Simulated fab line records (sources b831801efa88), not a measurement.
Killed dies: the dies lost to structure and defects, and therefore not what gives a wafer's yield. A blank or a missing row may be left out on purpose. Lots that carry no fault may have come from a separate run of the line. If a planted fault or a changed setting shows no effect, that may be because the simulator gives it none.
Which tool did it?	flow sfq_line	15 lots with 45 wafers sampled at 4 steps, on a route of 325 steps

== WHAT THE GAUGES READ, wafer by wafer ==
SFQ_I1_OVL_MEAS_913. Usual: I1_OVL gives 0 nm (standard deviation 4.5).
lot	measured	on	I1_OVL (nm)	flag
L303	day 30 23:32	overlay-02	2 5 5	
L305	day 32 03:16	overlay-01	-4 0 -3	
L306	day 32 14:32	overlay-01	-4 2 1	
L307	day 32 21:44	overlay-02	8 2 5	
L308	day 33 17:59	overlay-02	-6 -16 -9	
L309	day 34 08:35	overlay-01	5 1 3	
L314	day 36 00:03	overlay-02	3 -2 2	
L315	day 36 11:16	overlay-02	-4 -5 -13	
L317	day 36 22:05	overlay-01	-3 2 4	
L321	day 38 21:40	overlay-02	4 -3 -6	
L322	day 39 07:16	overlay-01	0 0 4	
L323	day 39 15:17	overlay-02	-2 -1 0	
L324	day 40 00:52	overlay-02	1 -6 2	
L325	day 40 08:05	overlay-02	2 0 -4	
L326	day 40 12:59	overlay-02	-3 -5 -3	

SFQ_M2_RS_MEAS_914: a four-point-probe measurement. Usual: M2_NB_RS gives 0.893 ohm/sq (standard deviation 0.0073).
lot	measured	on	M2_NB_RS (ohm/sq)	flag
L303	day 31 00:37	film_metro-01	0.894 0.898 0.896	
L305	day 32 04:32	film_metro-01	0.894 0.895 0.892	
L306	day 32 15:47	film_metro-04	0.879 0.881 0.885	
L307	day 32 23:25	film_metro-02	0.906 0.898 0.895	
L308	day 33 19:04	film_metro-01	0.901 0.890 0.904	
L309	day 34 09:57	film_metro-01	0.443 0.439 0.447	OFF
L314	day 36 01:23	film_metro-04	0.444 0.442 0.442	OFF
L315	day 36 12:21	film_metro-04	0.898 0.893 0.902	
L317	day 36 23:29	film_metro-01	0.441 0.442 0.444	OFF
L321	day 38 22:44	film_metro-01	0.889 0.886 0.895	
L322	day 39 08:20	film_metro-01	0.900 0.889 0.887	
L323	day 39 16:35	film_metro-01	0.891 0.895 0.888	
L324	day 40 01:59	film_metro-04	0.898 0.898 0.900	
L325	day 40 09:49	film_metro-02	0.901 0.898 0.903	
L326	day 40 14:05	film_metro-01	0.890 0.901 0.897	

== WHICH TOOL RAN EACH LOT (tool, then ch and the chambers of the sampled wafers, then the start) ==
lot	SFQ_TRILAYER_M0_STRIP_STRIP_025	SFQ_TRILAYER_M2_DEP_SPUTTER_055
L303	rie_metal-04 ch 0,1, day 12 02:38	pvd_sputter-04, day 31 00:32
L305	rie_metal-04 ch 0,1, day 12 19:26	pvd_sputter-04, day 32 04:26
L306	rie_metal-03 ch 0,1, day 13 05:02	pvd_sputter-04, day 32 15:42
L307	rie_metal-02 ch 0,1, day 13 10:04	pvd_sputter-04, day 32 23:19
L308	rie_metal-04 ch 0,1, day 14 05:16	pvd_sputter-03, day 33 18:59
L309	rie_metal-02 ch 0,1, day 14 13:52	pvd_sputter-03, day 34 09:34
L314	rie_metal-04 ch 0,1, day 16 10:11	pvd_sputter-04, day 36 01:02
L315	rie_metal-02 ch 1, day 16 13:47	pvd_sputter-03, day 36 12:16
L317	rie_metal-03 ch 0,1, day 17 03:19	pvd_sputter-04, day 36 23:05
L321	rie_metal-03 ch 0,1, day 19 02:02	pvd_sputter-05, day 38 22:39
L322	rie_metal-04 ch 0, day 19 16:38	pvd_sputter-03, day 39 08:15
L323	rie_metal-04 ch 0,1, day 20 04:38	pvd_sputter-05, day 39 16:28
L324	rie_metal-03 ch 1, day 20 12:33	pvd_sputter-03, day 40 01:52
L325	rie_metal-04 ch 0,1, day 20 17:33	pvd_sputter-04, day 40 09:40
L326	rie_metal-04 ch 0,1, day 21 00:33	pvd_sputter-05, day 40 13:59
- SFQ_TRILAYER_M0_STRIP_STRIP_025: strips in O2.
- SFQ_TRILAYER_M2_DEP_SPUTTER_055: material Nb, target thk 200 nm, time 133.3 s.

== WHAT THE TOOLS THEMSELVES READ (means of the sampled wafers that have a number; where no wafer has one, the mark that the record gives instead) ==
SFQ_TRILAYER_M0_STRIP_STRIP_025. Usual: drypump_motor_current_A 5.9 A, standard deviation 0.35; oes_product_au 0.997 a.u., standard deviation 0.0073.
lot	tool	drypump_motor_current_A (A)	oes_product_au (a.u.)	flag
L303	rie_metal-04	5.9	0.994	
L305	rie_metal-04	6.2	0.990	
L306	rie_metal-03	6.1	1.000	
L307	rie_metal-02	5.6	0.993	
L308	rie_metal-04	6.2	0.992	
L309	rie_metal-02	5.8	1.000	
L314	rie_metal-04	5.9	1.004	
L315	rie_metal-02	6.0	0.998	
L317	rie_metal-03	6.0	0.996	
L321	rie_metal-03	6.1	0.996	
L322	rie_metal-04	5.7	0.992	
L323	rie_metal-04	6.2	0.989	
L324	rie_metal-03	5.8	0.999	
L325	rie_metal-04	5.9	0.999	
L326	rie_metal-04	6.1	0.993	

SFQ_TRILAYER_M2_DEP_SPUTTER_055. Usual: substrate_temp_c 20.00 C, standard deviation 0.11; throttle_valve_pct 29.8 %, standard deviation 0.76.
lot	tool	substrate_temp_c (C)	throttle_valve_pct (%)	flag
L303	pvd_sputter-04	19.95	30.3	
L305	pvd_sputter-04	20.01	29.8	
L306	pvd_sputter-04	20.07	30.0	
L307	pvd_sputter-04	19.89	29.5	
L308	pvd_sputter-03	19.97	30.1	
L309	pvd_sputter-03	19.96	30.0	
L314	pvd_sputter-04	19.94	29.5	
L315	pvd_sputter-03	19.98	29.9	
L317	pvd_sputter-04	20.07	30.1	
L321	pvd_sputter-05	20.00	29.0	
L322	pvd_sputter-03	20.11	29.7	
L323	pvd_sputter-05	19.93	28.7	
L324	pvd_sputter-03	20.04	29.9	
L325	pvd_sputter-04	20.03	29.9	
L326	pvd_sputter-05	19.92	30.7	

== THE ANSWER, worked out from the rows above alone ==
Rule: a lot counts as off when the mean over its wafers that have a number is more than 3 standard deviations away from the usual mean. A lot without any number at a reading at which 4 lots or more have one is off too. Any other lot the step has rows for is counted as sound. First the gauges in route order, then the tools' own readings, where a lot's mean is used as printed above. At the first step where some lot is off, the reading lying furthest off is the one used; lots without a number count as furthest.
Off: L309, L314, L317, at SFQ_M2_RS_MEAS_914 (M2_NB_RS).
If a tool, at a process step before that reading, ran all the lots that are off and no sound lot after the first of them, it fits. The gauges at SFQ_M2_RS_MEAS_914 are tried like those tools. Not one of the candidates tried fits.

== WHAT WAS PUT IN BY THE SIMULATOR ==
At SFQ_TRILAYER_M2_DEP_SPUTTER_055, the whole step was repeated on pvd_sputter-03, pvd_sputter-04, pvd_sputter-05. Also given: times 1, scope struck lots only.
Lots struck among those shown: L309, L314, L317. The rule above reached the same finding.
